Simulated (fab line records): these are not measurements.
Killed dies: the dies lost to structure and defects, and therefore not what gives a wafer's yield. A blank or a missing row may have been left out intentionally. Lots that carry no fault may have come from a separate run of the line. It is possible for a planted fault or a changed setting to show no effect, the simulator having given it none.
fab line records	flow sfqLine
[record] lots = 5	wafers = 23
route steps=325 shown R5@224 I5@230 C5@244 I6@267 M7@285 I7@296 M8@313
startH: the number of hours between the record's first day and the start of the first shown wafer of the lot	waitH: hours from the lot's prior step to this one	" same as the row above	L1.1+2: a single row standing in for several wafers	- value missing, or start not given	* or withheld: withheld	< > ~ a bound
route shown NAME@n: a module of which the file shows steps, and the number in the route of the first	usual: the fault-free wafers' mean and standard deviation	same: alike in all rows	chamber/n: place in a boat	sites: per-site readings	_std_site: their standard deviation	_edge_site: outer sites' mean less inner sites'	radiusMm: for every site, how far away it sits from the centre of the wafer	mask NAME#n: copy n	behind: the tool/chamber that last shaped the wafer	hold: reason for holding the lot/hours on hold/outcome of the hold	device: the transistor (n, p or np) that didn't switch	end of line: the route-end tests of the same wafers	step lacking rows: just its recipe	killed: dies that structure and defects cost at the first sort, which is not the same as the wafer's yield	map: a wafer's dies, x killed, . not, _ none there
set.NAME: the setting that was run; set.NAME@STEP: the one run at that earlier step	model.NAME: the simulator's own value behind a step, which no gauge read
lots run with intentionally changed settings; tables by step, rows by wafer
[[steps]]
[step SFQ_TRILAYER_R5_BARC_OPEN_METAL_ETCH_177]
[recipe] maskMaterial = PR	chemistry = O2	targetDepthNm = 125	target = BARC	icpW = 600	biasW = 80	pressureMtorr = 10	timeS = 41.7
lot.wafer	tool	chamber	startH	waitH	set.timeS	set.resistThkNm@TRILAYER_R5_LITHO_COAT_136	model.KrF_of_TRILAYER_R5_LITHO_COAT_136.thkNm
L074.1+2	rieMetal-01	1,0	1208.63	0.0	45.41	600	-
L074.3	"	1	"	"	41.7	600	523.9
L074.4	"	0	"	"	41.7	600	-
L074.5	"	1	"	"	41.7	600	525.1
L077.1	rieMetal-01	1	1229.03	0.0	47.6	600	516.2
L077.2	"	0	"	"	41.7	577	501.5
L077.3	"	1	"	"	47.6	600	513.8
L077.4	"	0	"	"	47.6	577	493
L077.5	"	1	"	"	41.7	600	523.5
L078.2	rieMetal-02	1	1235.03	0.0	38.05	600	524.3
L078.3	"	0	"	"	41.7	600	521
L078.4	"	1	"	"	38.05	600	525.1
L078.5	"	1	"	"	38.05	600	524.5
L078.6	"	0	"	"	41.7	600	519.7
L079.1	rieMetal-01	0	1249.83	0.0	46.41	620.7	543.1
L079.2	"	0	"	"	41.7	600	-
L079.3	"	0	"	"	46.41	620.7	-
L079.5	"	0	"	"	41.7	620.7	546.8
L079.6	"	0	"	"	46.41	600	-
L081.1	rieMetal-01	1	1263.03	0.0	41.7	600	524.1
L081.4	"	0	"	"	41.7	600	523.7
L081.6	"	0	"	"	41.7	600	522.4
[step SFQ_TRILAYER_R5_ETCH_METAL_ETCH_139]
[recipe] stopOn = SiO2	maskMaterial = PR	chemistry = Cl2	targetDepthNm = 60	icpW = 600	biasW = 80	pressureMtorr = 10	timeS = 40
lot.wafer	tool	chamber	startH	waitH	set.resistThkNm@TRILAYER_R5_LITHO_COAT_136	set.timeS@TRILAYER_R5_BARC_OPEN_METAL_ETCH_177	model.KrF_of_TRILAYER_R5_LITHO_COAT_136.thkNm
L074.1+2	rieMetal-01	1,0	1208.69	0.0	600	45.41	-
L074.3	"	1	"	"	600	41.7	499.7
L074.4	"	0	"	"	600	41.7	-
L074.5	"	1	"	"	600	41.7	500.8
L077.1	rieMetal-01	1	1229.09	0.0	600	47.6	491.6
L077.2	"	0	"	"	577	41.7	477.4
L077.3	"	1	"	"	600	47.6	489.5
L077.4	"	0	"	"	577	47.6	468.7
L077.5	"	1	"	"	600	41.7	499.2
L078.2	rieMetal-02	1	1235.09	0.0	600	38.05	500.4
L078.3	"	0	"	"	600	41.7	496.4
L078.4	"	1	"	"	600	38.05	501.1
L078.5	"	1	"	"	600	38.05	500.5
L078.6	"	0	"	"	600	41.7	495.3
L079.1	rieMetal-01	0	1249.99	0.1	620.7	46.41	519
L079.2	"	0	"	"	600	41.7	-
L079.3	"	0	"	"	620.7	46.41	-
L079.5	"	0	"	"	620.7	41.7	522.7
L079.6	"	0	"	"	600	46.41	-
L081.1	rieMetal-01	1	1263.09	0.0	600	41.7	499.8
L081.4	"	0	"	"	600	41.7	499.7
L081.6	"	0	"	"	600	41.7	498.2
[step SFQ_TRILAYER_I5_LITHO_COAT_144]
[recipe] resist = KrF	spinRpm = 3000	resistThkNm = 650
lot.wafer	tool	chamber	startH	waitH	set.resistThkNm	model.KrF_of_TRILAYER_I5_LITHO_COAT_144.thkNm
L074.1	lithoTrack-03	0	1209.85	0.2	650	651.8
L074.2	"	0	"	"	650	652.3
L074.3	"	0	"	"	626.4	629.5
L074.4	"	0	"	"	626.4	627.6
L074.5	"	0	"	"	650	652.6
L077.1	lithoTrack-02	0	1230.36	0.2	650	651.1
L077.2	"	0	"	"	611.2	609.3
L077.3	"	0	"	"	611.2	612.6
L077.4	"	0	"	"	650	649.4
L077.5	"	0	"	"	611.2	612.7
L078.2	lithoTrack-03	0	1236.30	0.2	672.9	673.9
L078.3	"	0	"	"	672.9	676.2
L078.4	"	0	"	"	650	651.2
L078.5	"	0	"	"	650	650.6
L078.6	"	0	"	"	672.9	673.6
L079.1	lithoTrack-04	0	1251.85	0.2	650	651
L079.2	"	0	"	"	628.9	629.2
L079.3	"	0	"	"	628.9	631.3
L079.5	"	0	"	"	650	649.3
L079.6	"	0	"	"	650	651.6
L081.1	lithoTrack-02	0	1264.25	0.2	650	648.2
L081.4	"	0	"	"	650	649.3
L081.6	"	0	"	"	650	648.4
[step SFQ_TRILAYER_C5_LITHO_PEB_154]
[recipe] pebTempC = 115	pebTimeS = 60	resist = KrF
lot.wafer	tool	chamber	startH	waitH	set.pebTempC
L074.1+3+4	lithoTrack-01	0	1342.42	1.0	115
L074.2+5	"	0	"	"	117.8
L077.1+2+5	lithoTrack-03	0	1366.42	1.0	117.3
L077.3+4	"	0	"	"	115
L078.2+4+6	lithoTrack-03	0	1368.84	0.8	113
L078.3+5	"	0	"	"	115
L079.1+3	lithoTrack-04	0	1379.62	1.0	115
L079.2+5+6	"	0	"	"	118.5
L081.1+4+6	lithoTrack-04	0	1412.02	1.0	115
[step SFQ_TRILAYER_C5_LITHO_DEVELOP_153]
[recipe] timeS = 60	resist = KrF
[step SFQ_TRILAYER_C5_BARC_OPEN_VIA_ETCH_210]
[recipe] maskMaterial = PR	chemistry = O2	targetDepthNm = 125	target = BARC	sourceW = 500	biasW = 80	pressureMtorr = 30	timeS = 41.7
lot.wafer	tool	chamber	startH	waitH	set.pebTempC@TRILAYER_C5_LITHO_PEB_154	model.C5.cdNm
L074.1	rieDiel-03	1	1342.75	0.0	115	494.4
L074.2	"	3	"	"	117.8	541.2
L074.3	"	0	"	"	115	495
L074.4	"	2	"	"	115	495.4
L074.5	"	0	"	"	117.8	540.4
L077.1	rieDiel-01	0	1366.75	0.0	117.3	534.6
L077.2	"	3	"	"	117.3	535
L077.3	"	1	"	"	115	493.6
L077.4	"	2	"	"	115	494
L077.5	"	2	"	"	117.3	532.8
L078.2	rieDiel-03	3	1369.15	0.0	113	457.6
L078.3	"	1	"	"	115	496
L078.4	"	0	"	"	113	457
L078.5	"	2	"	"	115	494.7
L078.6	"	3	"	"	113	456.9
L079.1	rieDiel-03	2	1379.95	0.0	115	498
L079.2	"	3	"	"	118.5	554.2
L079.3	"	1	"	"	115	498.5
L079.5	"	1	"	"	118.5	554.9
L079.6	"	2	"	"	118.5	553.3
L081.1	rieDiel-03	1	1412.35	0.0	115	498.5
L081.4	"	3	"	"	115	496.7
L081.6	"	1	"	"	115	496.4
[step SFQ_TRILAYER_I6_CMP_CMP_166]
[recipe] material = SiO2	downForcePsi = 3	platenRpm = 60	padVelocityMS = 0.94248
lot.wafer	tool	chamber	startH	waitH	set.leaveAboveRefNm	model.SiO2_of_TRILAYER_I6_DEP_PECVD_165.thkNm
L074.3	cmp-01	1	1415.75	0.9	195.8	195.3
L074.4	"	2	"	"	200	200.1
L074.1	"	3	"	"	200	199.6
L074.2	"	0	"	"	195.8	196.1
L074.5	"	1	"	"	195.8	194.1
L077.1	cmp-02	1	1459.49	15.4	186.8	188.1
L077.4	"	2	"	"	186.8	189
L077.3	"	3	"	"	200	201
L077.2	"	0	"	"	200	200.2
L077.5	"	2	1461.99	17.9	200	201.9
L078.3	cmp-01	1	1460.90	14.2	200	199.1
L078.2	"	3	1461.90	15.2	200	200
L078.4	"	0	"	"	212.5	213.4
L078.5	"	1	"	"	212.5	210.9
L078.6	"	2	"	"	200	200.5
L079.2	cmp-01	3	1472.21	15.0	204.4	205.8
L079.3	"	0	"	"	204.4	204.4
L079.1	"	2	1473.71	16.5	204.4	205.3
L079.6	"	3	"	"	200	200.9
L079.5	"	0	"	"	200	201.4
L081.4	cmp-01	2	1503.83	11.0	200	199.7
L081.1	"	0	1504.91	12.1	200	200.5
L081.6	"	3	1506.52	13.7	200	201.6
[step SFQ_TRILAYER_I6_METRO_MEASURE_167]
[usual] thkNm = 200.5/1
lot.wafer	tool	chamber	startH	waitH	set.leaveAboveRefNm@TRILAYER_I6_CMP_CMP_166	thkNm
L074.1	filmMetro-04	-	1418.87	0.1	200	199.8
L074.2	"	-	"	"	195.8	196.0
L074.3	"	-	"	"	195.8	195.2
L074.4	"	-	"	"	200	200.0
L074.5	"	-	"	"	195.8	194.2
L077.1	filmMetro-03	-	1462.61	0.1	186.8	188.2
L077.2	"	-	"	"	200	200.4
L077.3	"	-	"	"	200	200.9
L077.4	"	-	"	"	186.8	189.0
L077.5	"	-	"	"	200	201.8
L078.2	filmMetro-04	-	1464.22	0.3	200	199.9
L078.3	"	-	"	"	200	199.0
L078.4	"	-	"	"	212.5	213.6
L078.5	"	-	"	"	212.5	210.8
L078.6	"	-	"	"	200	200.5
L079.1	filmMetro-04	-	1475.33	0.1	204.4	205.2
L079.2	"	-	"	"	204.4	205.6
L079.3	"	-	"	"	204.4	204.4
L079.5	"	-	"	"	200	201.4
L079.6	"	-	"	"	200	201.0
L081.1	filmMetro-04	-	1507.18	0.1	200	200.7
L081.4	"	-	"	"	200	199.7
L081.6	"	-	"	"	200	201.7
[step SFQ_TRILAYER_I6_VIA_BARC_OPEN_VIA_ETCH_235]
[recipe] maskMaterial = PR	chemistry = O2	targetDepthNm = 125	target = BARC	sourceW = 500	biasW = 80	pressureMtorr = 30	timeS = 41.7
lot.wafer	tool	chamber	startH	waitH	set.biasW
L074.1+2+5	rieDiel-04	1,2,1	1478.35	0.0	80
L074.3+4	"	0,2	"	"	76.9
L077.1+3+4	rieDiel-03	1,2,3	1512.60	0.0	80
L077.2+5	"	0,2	"	"	76.63
L078.2+5	rieDiel-04	0,1	1513.80	0.0	80
L078.3+4+6	"	3,2,2	"	"	82.61
L079.1+3+6	rieDiel-03	1,2,2	1522.20	0.0	75.49
L079.2+5	"	0,1	"	"	80
L081.1+4+6	rieDiel-02	3,1,3	1563.74	0.0	80
[step SFQ_TRILAYER_I6_VIA_ETCH_VIA_ETCH_172]
[recipe] target = SiO2	stopOn = Nb	maskMaterial = PR	taperDeg = 20	chemistry = CHF3	targetDepthNm = 260	sourceW = 500	biasW = 80	pressureMtorr = 30	timeS = withheld
[usual] oesProductAu = 0.856/0.0061
lot.wafer	tool	chamber	startH	waitH	set.leaveAboveRefNm@TRILAYER_I6_CMP_CMP_166	oesProductAu	model.etch.depthNm	model.I6.featureDepthNm
L074.1	rieDiel-04	1	1478.39	0.0	200	0.842	-	199.6
L074.2	"	2	"	"	195.8	0.850	-	196.1
L074.3	"	0	"	"	195.8	0.859	-	195.3
L074.4	"	2	"	"	200	0.855	-	200.1
L074.5	"	1	"	"	195.8	0.843	194.1	194.1
L077.1	rieDiel-03	1	1512.64	0.0	186.8	0.830	-	188.1
L077.2	"	0	"	"	200	0.854	-	200.2
L077.3	"	2	"	"	200	0.862	201	201
L077.4	"	3	"	"	186.8	0.830	-	189
L077.5	"	2	"	"	200	0.860	201.9	201.9
L078.2	rieDiel-04	0	1513.84	0.0	200	0.851	200	200
L078.3	"	3	"	"	200	0.836	199.1	199.1
L078.4	"	2	"	"	212.5	0.881	213.4	213.4
L078.5	"	1	"	"	212.5	0.886	210.9	210.9
L078.6	"	2	"	"	200	0.855	200.5	200.5
L079.1	rieDiel-03	1	1522.24	0.0	204.4	0.868	205.3	205.3
L079.2	"	0	"	"	204.4	0.870	-	205.8
L079.3	"	2	"	"	204.4	0.861	-	204.4
L079.5	"	1	"	"	200	0.857	201.4	201.4
L079.6	"	2	"	"	200	0.860	-	200.9
L081.1	rieDiel-02	3	1563.78	0.0	200	0.850	200.5	200.5
L081.4	"	1	"	"	200	0.851	199.7	199.7
L081.6	"	3	"	"	200	0.862	201.6	201.6
[step SFQ_TRILAYER_M7_LITHO_COAT_182]
[recipe] resist = BARC	spinRpm = 3000	resistThkNm = 62
lot.wafer	tool	chamber	startH	waitH	set.spinRpm	model.BARC_of_TRILAYER_M7_LITHO_COAT_182.thkNm
L074.1	lithoTrack-02	0	1479.58	0.1	3000	61.75
L074.2	"	0	"	"	3074	61.1
L074.3	"	0	"	"	3000	61.81
L074.4	"	0	"	"	3074	60.92
L074.5	"	0	"	"	3074	61.06
L077.1	lithoTrack-03	0	1513.83	0.1	3202	60.13
L077.2	"	0	"	"	3000	62.2
L077.3	"	0	"	"	3000	62.24
L077.4	"	0	"	"	3202	60.1
L077.5	"	0	"	"	3202	59.9
L078.2+5	lithoTrack-03	0	1515.08	0.1	3000	62.01
L078.3	"	0	"	"	2790	64.28
L078.4	"	0	"	"	2790	64.37
L078.6	"	0	"	"	3000	61.98
L079.1	lithoTrack-03	0	1523.43	0.1	3120	60.66
L079.2	"	0	"	"	3000	61.75
L079.3	"	0	"	"	3120	60.65
L079.5	"	0	"	"	3000	61.91
L079.6	"	0	"	"	3000	61.86
L081.1	lithoTrack-03	0	1564.96	0.1	3000	61.99
L081.4	"	0	"	"	3000	61.61
L081.6	"	0	"	"	3000	61.65
[step SFQ_TRILAYER_M7_LITHO_COAT_177]
[recipe] resist = KrF	spinRpm = 3000	resistThkNm = 600
[step SFQ_TRILAYER_M7_LITHO_SOFTBAKE_181]
[recipe] tempC = withheld	timeS = withheld	resist = KrF
[step SFQ_TRILAYER_M7_LITHO_DEVELOP_179]
[recipe] timeS = 60	resist = KrF
[step SFQ_TRILAYER_M7_BARC_OPEN_METAL_ETCH_229]
[recipe] maskMaterial = PR	chemistry = O2	targetDepthNm = 125	target = BARC	icpW = 600	biasW = 80	pressureMtorr = 10	timeS = 41.7
lot.wafer	tool	chamber	startH	waitH	set.spinRpm@TRILAYER_M7_LITHO_COAT_182	model.etch.depthNm
L074.1+3	rieMetal-04	0,1	1553.11	0.0	3000	-
L074.2+4	"	1,0	"	"	3074	-
L074.5	"	0	"	"	3074	61.06
L077.1+4	rieMetal-03	0,1	1582.91	0.0	3202	-
L077.2	"	1	"	"	3000	-
L077.3	"	0	"	"	3000	62.24
L077.5	"	0	"	"	3202	59.9
L078.2+5	rieMetal-02	0,1	1584.11	0.0	3000	62.01
L078.3	"	1	"	"	2790	64.28
L078.4	"	0	"	"	2790	64.37
L078.6	"	0	"	"	3000	61.98
L079.1	rieMetal-03	0	1591.31	0.0	3120	60.66
L079.2+6	"	1	"	"	3000	-
L079.3	"	1	"	"	3120	-
L079.5	"	0	"	"	3000	61.91
L081.1	rieMetal-03	0	1619.59	0.0	3000	61.99
L081.4	"	1	"	"	3000	61.61
L081.6	"	1	"	"	3000	61.65
[step SFQ_TRILAYER_I7_DEP_PECVD_183]
[recipe] material = SiO2	tempC = 150	timeS = 111.11	pressureTorr = 2.4	rfW = 183.3	precursor = SiH4/N2O	targetThkNm = 500
lot.wafer	tool	chamber	startH	waitH	set.timeS	model.SiO2_of_TRILAYER_I7_DEP_PECVD_183.thkNm
L074.1	pecvd-01	2	1554.09	0.0	96.24	420.8
L074.2	"	1	"	"	111.11	486.4
L074.3	"	0	"	"	96.24	422.8
L074.4	"	1	"	"	111.11	498.1
L074.5	"	0	"	"	96.24	427.5
L077.1	pecvd-04	0	1583.87	0.0	102.4	453.9
L077.2	"	1	"	"	111.11	495.9
L077.3	"	2	"	"	102.4	458.8
L077.4	"	1	"	"	111.11	503.2
L077.5	"	0	"	"	102.4	456
L078.2	pecvd-03	2	1585.07	0.0	111.11	490
L078.3	"	0	"	"	100.4	437.1
L078.4	"	2	"	"	100.4	451.7
L078.5	"	0	"	"	100.4	448.1
L078.6	"	1	"	"	111.11	491.7
L079.1	pecvd-04	1	1592.27	0.0	111.11	503.4
L079.2	"	2	"	"	111.11	498.2
L079.3	"	0	"	"	103.9	458
L079.5	"	0	"	"	103.9	474.9
L079.6	"	1	"	"	103.9	476
L081.1	pecvd-04	1	1620.55	0.0	111.11	509.5
L081.4	"	2	"	"	111.11	509.3
L081.6	"	1	"	"	111.11	510.5
[step SFQ_TRILAYER_I7_CMP_CMP_184]
[recipe] material = SiO2	downForcePsi = 3	platenRpm = 60	padVelocityMS = 0.94248
[usual] timeToEndpointS = 222/9.3
lot.wafer	tool	chamber	startH	waitH	set.timeS@TRILAYER_I7_DEP_PECVD_183	timeToEndpointS
L074.3	cmp-01	0	1554.17	0.0	96.24	171
L074.1	"	1	"	"	96.24	155
L074.2	"	2	"	"	111.11	211
L074.4	"	3	"	"	111.11	233
L074.5	"	1	1556.67	2.5	96.24	166
L077.3	cmp-01	1	1583.95	0.0	102.4	182
L077.2	"	2	"	"	111.11	220
L077.4	"	3	"	"	111.11	229
L077.1	"	0	"	"	102.4	195
L077.5	"	1	"	"	102.4	181
L078.3	cmp-02	1	1585.15	0.0	100.4	181
L078.4	"	3	1586.15	1.0	100.4	190
L078.2	"	0	"	"	111.11	219
L078.6	"	1	"	"	111.11	224
L078.5	"	2	"	"	100.4	199
L079.3	cmp-01	3	1592.35	0.0	103.9	192
L079.2	"	1	1593.35	1.0	111.11	205
L079.1	"	2	"	"	111.11	217
L079.5	"	3	"	"	103.9	205
L079.6	"	0	"	"	103.9	206
L081.4	cmp-01	0	1621.13	0.5	111.11	239
L081.1	"	2	1622.13	1.5	111.11	237
L081.6	"	0	1623.13	2.5	111.11	245
[step SFQ_TRILAYER_I7_VIA_LITHO_PEB_190]
[recipe] pebTempC = 115	pebTimeS = 60	resist = KrF
lot.wafer	tool	chamber	startH	waitH	set.pebTempC
L074.1+5	lithoTrack-03	0	-	-	117.7
L074.2+3+4	"	0	"	"	115
L077.1+3+4	lithoTrack-03	0	1665.32	1.0	111.9
L077.2+5	"	0	"	"	115
L078.2+3	lithoTrack-01	0	1666.55	0.8	115
L078.4+5+6	"	0	"	"	116.1
L079.1+2+3	lithoTrack-01	0	1674.47	1.0	112.4
L079.5+6	"	0	"	"	115
L081.1+4+6	lithoTrack-04	0	1698.37	1.0	115
[step SFQ_TRILAYER_I7_VIA_LITHO_DEVELOP_189]
[recipe] timeS = 60	resist = KrF
[step SFQ_TRILAYER_I7_VIA_BARC_OPEN_VIA_ETCH_260]
[recipe] maskMaterial = PR	chemistry = O2	targetDepthNm = 125	target = BARC	sourceW = 500	biasW = 80	pressureMtorr = 30	timeS = 41.7
lot.wafer	tool	chamber	startH	waitH	set.pebTempC@TRILAYER_I7_VIA_LITHO_PEB_190	model.I7.cdNm
L074.1	rieDiel-01	1	1639.44	0.0	117.7	1047
L074.2+4	"	0,2	"	"	115	1001
L074.3	"	3	"	"	115	1000
L074.5	"	3	"	"	117.7	1046
L077.1	rieDiel-01	0	1665.66	0.0	111.9	938.1
L077.2	"	2	"	"	115	1001
L077.3	"	1	"	"	111.9	938.4
L077.4	"	3	"	"	111.9	935.6
L077.5	"	0	"	"	115	1002
L078.2	rieDiel-04	3	1666.86	0.0	115	1004
L078.3	"	1	"	"	115	1000
L078.4+5+6	"	2,1,2	"	"	116.1	1021
L079.1	rieDiel-03	0	1674.81	0.0	112.4	947.6
L079.2	"	3	"	"	112.4	949.1
L079.3	"	1	"	"	112.4	947.1
L079.5+6	"	1,0	"	"	115	1001
L081.1+4+6	rieDiel-01	1,2,0	1698.71	0.0	115	1004
[step SFQ_TRILAYER_M8_LITHO_COAT_193]
[recipe] resist = KrF	spinRpm = 3000	resistThkNm = 600
lot.wafer	tool	chamber	startH	waitH	set.resistThkNm	model.KrF_of_TRILAYER_M8_LITHO_COAT_193.thkNm
L074.1	lithoTrack-03	0	-	-	600	599.2
L074.2	"	0	"	"	600	599.5
L074.3+5	"	0	"	"	571.5	570.6
L074.4	"	0	"	"	571.5	571.4
L077.1	lithoTrack-02	0	-	-	600	596.4
L077.2	"	0	"	"	600	598.6
L077.3	"	0	"	"	632.9	629.3
L077.4	"	0	"	"	632.9	630.1
L077.5	"	0	"	"	632.9	630
L078.2	lithoTrack-01	0	-	-	600	599.2
L078.3+5	"	0	"	"	600	600.6
L078.4	"	0	"	"	600	600.2
L078.6	"	0	"	"	600	599.5
L079.1	lithoTrack-02	0	-	-	600	600.1
L079.2	"	0	"	"	583.6	583.4
L079.3	"	0	"	"	583.6	583.9
L079.5	"	0	"	"	600	599.1
L079.6	"	0	"	"	600	599
L081.1	lithoTrack-03	0	-	-	600	601.3
L081.4	"	0	"	"	600	600.4
L081.6	"	0	"	"	600	600
[step SFQ_TRILAYER_M8_DEP_EVAP_197]
[recipe] material = Ti	angularSpreadDeg = 1	targetThkNm = 20	timeS = 100	powerW = 2000
lot.wafer	tool	chamber	startH	waitH	set.timeS	model.Ti_of_TRILAYER_M8_DEP_EVAP_197.thkNm
L074.1	pvdSputter-02	-	1678.03	0.0	100	20.23
L074.2	"	-	"	"	100	20.3
L074.3	"	-	"	"	100	20.49
L074.4	"	-	"	"	100	20.16
L074.5	"	-	"	"	100	20.5
L077.1	pvdSputter-01	-	1708.81	0.0	106.3	21.64
L077.2	"	-	"	"	106.3	21.34
L077.3	"	-	"	"	106.3	21.52
L077.4	"	-	"	"	100	19.97
L077.5	"	-	"	"	100	20.3
L078.2	pvdSputter-02	-	1710.01	0.0	100	20.32
L078.3	"	-	"	"	100	20.27
L078.4	"	-	"	"	86.13	17.3
L078.5	"	-	"	"	100	19.99
L078.6	"	-	"	"	86.13	17.25
L079.1	pvdSputter-01	-	1717.21	0.0	89.65	17.85
L079.2	"	-	"	"	100	20.16
L079.3	"	-	"	"	89.65	18.17
L079.5	"	-	"	"	100	20.46
L079.6	"	-	"	"	89.65	17.58
L081.1	pvdSputter-01	-	1740.24	0.0	100	19.68
L081.4	"	-	"	"	100	20.06
L081.6	"	-	"	"	100	20.19
[[key]]
[split] step = SFQ_TRILAYER_R5_BARC_OPEN_METAL_ETCH_177	setting = timeS	stated = 41.7	by = wafer
[response] step = SFQ_TRILAYER_R5_BARC_OPEN_METAL_ETCH_177	reading = model.KrF_of_TRILAYER_R5_LITHO_COAT_136.thkNm	slope = -0.53	per = 1%	togetherWith = resistThkNm@TRILAYER_R5_LITHO_COAT_136	explained = 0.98
[response] step = SFQ_TRILAYER_R5_ETCH_METAL_ETCH_139	reading = model.KrF_of_TRILAYER_R5_LITHO_COAT_136.thkNm	slope = -0.553	per = 1%	togetherWith = resistThkNm@TRILAYER_R5_LITHO_COAT_136	explained = 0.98
[split] step = SFQ_TRILAYER_I5_LITHO_COAT_144	setting = resistThkNm	stated = 650	by = wafer
[response] step = SFQ_TRILAYER_I5_LITHO_COAT_144	reading = model.KrF_of_TRILAYER_I5_LITHO_COAT_144.thkNm	change = +6.51	per = 1%	r = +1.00
[split] step = SFQ_TRILAYER_C5_LITHO_PEB_154	setting = pebTempC	stated = 115	by = wafer
[response] step = SFQ_TRILAYER_C5_BARC_OPEN_VIA_ETCH_210	reading = model.C5.cdNm	change = +19.3	per = 1%	r = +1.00
[split] step = SFQ_TRILAYER_I6_CMP_CMP_166	setting = leaveAboveRefNm	stated = 200	by = wafer
[response] step = SFQ_TRILAYER_I6_CMP_CMP_166	reading = model.SiO2_of_TRILAYER_I6_DEP_PECVD_165.thkNm	change = +1.94	per = 1%	r = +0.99
[response] step = SFQ_TRILAYER_I6_METRO_MEASURE_167	reading = thkNm	change = +1.94	per = 1%	r = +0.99
[response] step = SFQ_TRILAYER_I6_VIA_ETCH_VIA_ETCH_172	reading = oesProductAu	change = +0.00467	per = 1%	r = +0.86
[response] step = SFQ_TRILAYER_I6_VIA_ETCH_VIA_ETCH_172	reading = model.etch.depthNm	change = +1.95	per = 1%	r = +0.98
[response] step = SFQ_TRILAYER_I6_VIA_ETCH_VIA_ETCH_172	reading = model.I6.featureDepthNm	change = +1.94	per = 1%	r = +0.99
[split] step = SFQ_TRILAYER_I6_VIA_BARC_OPEN_VIA_ETCH_235	setting = biasW	stated = 80	by = wafer
response none clear
[split] step = SFQ_TRILAYER_M7_LITHO_COAT_182	setting = spinRpm	stated = 3000	by = wafer
[response] step = SFQ_TRILAYER_M7_LITHO_COAT_182	reading = model.BARC_of_TRILAYER_M7_LITHO_COAT_182.thkNm	change = -0.322	per = 1%	r = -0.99
[response] step = SFQ_TRILAYER_M7_BARC_OPEN_METAL_ETCH_229	reading = model.etch.depthNm	change = -0.335	per = 1%	r = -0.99
[split] step = SFQ_TRILAYER_I7_DEP_PECVD_183	setting = timeS	stated = 111.11	by = wafer
[response] step = SFQ_TRILAYER_I7_DEP_PECVD_183	reading = model.SiO2_of_TRILAYER_I7_DEP_PECVD_183.thkNm	change = +5.05	per = 1%	r = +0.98
[response] step = SFQ_TRILAYER_I7_CMP_CMP_184	reading = timeToEndpointS	change = *	per = 1%	r = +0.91
[split] step = SFQ_TRILAYER_I7_VIA_LITHO_PEB_190	setting = pebTempC	stated = 115	by = wafer
[response] step = SFQ_TRILAYER_I7_VIA_BARC_OPEN_VIA_ETCH_260	reading = model.I7.cdNm	change = +22.2	per = 1%	r = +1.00
[split] step = SFQ_TRILAYER_M8_LITHO_COAT_193	setting = resistThkNm	stated = 600	by = wafer
[response] step = SFQ_TRILAYER_M8_LITHO_COAT_193	reading = model.KrF_of_TRILAYER_M8_LITHO_COAT_193.thkNm	change = +5.92	per = 1%	r = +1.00
[split] step = SFQ_TRILAYER_M8_DEP_EVAP_197	setting = timeS	stated = 100	by = wafer
[response] step = SFQ_TRILAYER_M8_DEP_EVAP_197	reading = model.Ti_of_TRILAYER_M8_DEP_EVAP_197.thkNm	change = +0.219	per = 1%	r = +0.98
split outsideThisFile step=SFQ_TRILAYER_R5_LITHO_COAT_136 setting=resistThkNm
// split outsideThisFile: this setting was split too, and the file shows its column; the key of that split is in another file
